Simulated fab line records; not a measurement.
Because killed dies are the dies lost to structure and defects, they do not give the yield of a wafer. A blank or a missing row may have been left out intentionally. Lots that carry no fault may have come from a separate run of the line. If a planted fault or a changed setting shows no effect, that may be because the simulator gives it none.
One fault seen from 2 desks || flow gf180mcu || what lay behind the numbers comes last; until then each desk has only its own

## DESK OF THE TOOL OWNER: lithoTrack-02
The tool's own readings at GF_POLY_GATE_PEB_08 (peb time 90 s): means of the sampled wafers that have a number, for each lot that ran on this tool. The brackets show how far a lot's mean lies from the usual mean; more than 4 standard deviations puts the lot out of limits, marked OUT.
Columns: A = heaterPowerTotalW at GF_POLY_GATE_PEB_08, usual 85.70 W; B = plateTempC at GF_POLY_GATE_PEB_08, usual 135.01 C
{"lot": "L152", "first seen here": "day 9 03:49", "A": 85.76, "B": 135.04}
{"lot": "L153", "first seen here": "day 9 09:46", "A": 85.66, "B": 135.15}
{"lot": "L154", "first seen here": "day 9 23:46", "A": 85.67, "B": 135.11}
{"lot": "L155", "first seen here": "day 10 07:35", "A": 85.73, "B": 134.89}
{"lot": "L159", "first seen here": "day 11 13:53", "A": 85.76, "B": 135.07}
{"lot": "L161", "first seen here": "day 11 17:14", "A": 85.73, "B": 135.10}
{"lot": "L164", "first seen here": "day 12 19:32", "A": 85.64, "B": 134.83}
{"lot": "L172", "first seen here": "day 15 02:37", "A": "81.99 (-43) OUT", "B": "130.57 (-32) OUT"}
{"lot": "L173", "first seen here": "day 15 10:20", "A": "81.94 (-43) OUT", "B": "130.39 (-33) OUT"}
This desk finds L172, L173 out of limits, L172 being first, at day 15 02:37 (heaterPowerTotalW at GF_POLY_GATE_PEB_08). L152, L153, L154, L155, L159, L161, L164 stayed within limits.

## METROLOGY DESK
Lot by lot, what the gauges showed, no matter which tool ran the lot: averages of those sampled wafers that carry a number. The brackets show how far a lot's mean lies from the usual mean; more than 4 standard deviations puts the lot out of limits, marked OUT.
Columns: A = cdNm at GF_POLY_GATE_CD_MEAS_10, usual 280.1 nm; B = cdNm at GF_SAB_CD_MEAS_09, usual 420.5 nm; C = CONTACT_W_THK at GF_CONTACT_THK_MEAS_26, usual 295 nm
{"lot": "L152", "first seen here": "day 9 04:11", "A": 278.8, "B": 418.8, "C": 293}
{"lot": "L153", "first seen here": "day 9 10:07", "A": 281.3, "B": 420.6, "C": 291}
{"lot": "L154", "first seen here": "day 10 00:05", "A": 278.9, "B": 415.8, "C": 289}
{"lot": "L155", "first seen here": "day 10 07:56", "A": 280.1, "B": 419.1, "C": 291}
{"lot": "L156", "first seen here": "day 10 10:16", "A": 279.8, "B": 421.4, "C": 291}
{"lot": "L160", "first seen here": "day 11 12:55", "A": 280.7, "B": 418.4, "C": 294}
{"lot": "L159", "first seen here": "day 11 14:14", "A": 281.4, "B": 420.0, "C": 300}
{"lot": "L161", "first seen here": "day 11 17:33", "A": 282.0, "B": 420.0, "C": 293}
{"lot": "L162", "first seen here": "day 12 07:55", "A": 278.7, "B": 421.0, "C": 293}
{"lot": "L164", "first seen here": "day 12 19:53", "A": 280.2, "B": 419.9, "C": 296}
{"lot": "L168", "first seen here": "day 13 17:02", "A": 279.4, "B": 421.5, "C": 293}
{"lot": "L172", "first seen here": "day 15 02:59", "A": "295.5 (+16) OUT", "B": 421.4, "C": 304}
{"lot": "L173", "first seen here": "day 15 10:41", "A": "295.7 (+16) OUT", "B": 422.9, "C": 288}
{"lot": "L174", "first seen here": "day 15 20:55", "A": 279.4, "B": 420.4, "C": 293}
This desk finds L172, L173 out of limits, L172 being first, at day 15 02:59 (cdNm at GF_POLY_GATE_CD_MEAS_10). L152, L153, L154, L155, L156, L160, L159, L161, L162, L164, L168, L174 stayed within limits.

## BROUGHT TOGETHER
The tool owner's desk had the chance to raise an alarm at day 15 02:37 on L172, L173.
At day 15 02:59 the metrology desk could have sounded an alarm, on L172, L173.
The lots listed all ran GF_POLY_GATE_PEB_08 on lithoTrack-02.

## WHAT THE SIMULATOR HAD INSERTED
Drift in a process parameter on lithoTrack-02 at GF_POLY_GATE_PEB_08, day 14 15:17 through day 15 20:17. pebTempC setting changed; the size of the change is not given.
Lots struck among those shown: L172, L173.
Time in hours from fault onset to the first out-of-limits reading at each desk: tool owner's desk 11, metrology desk 12.
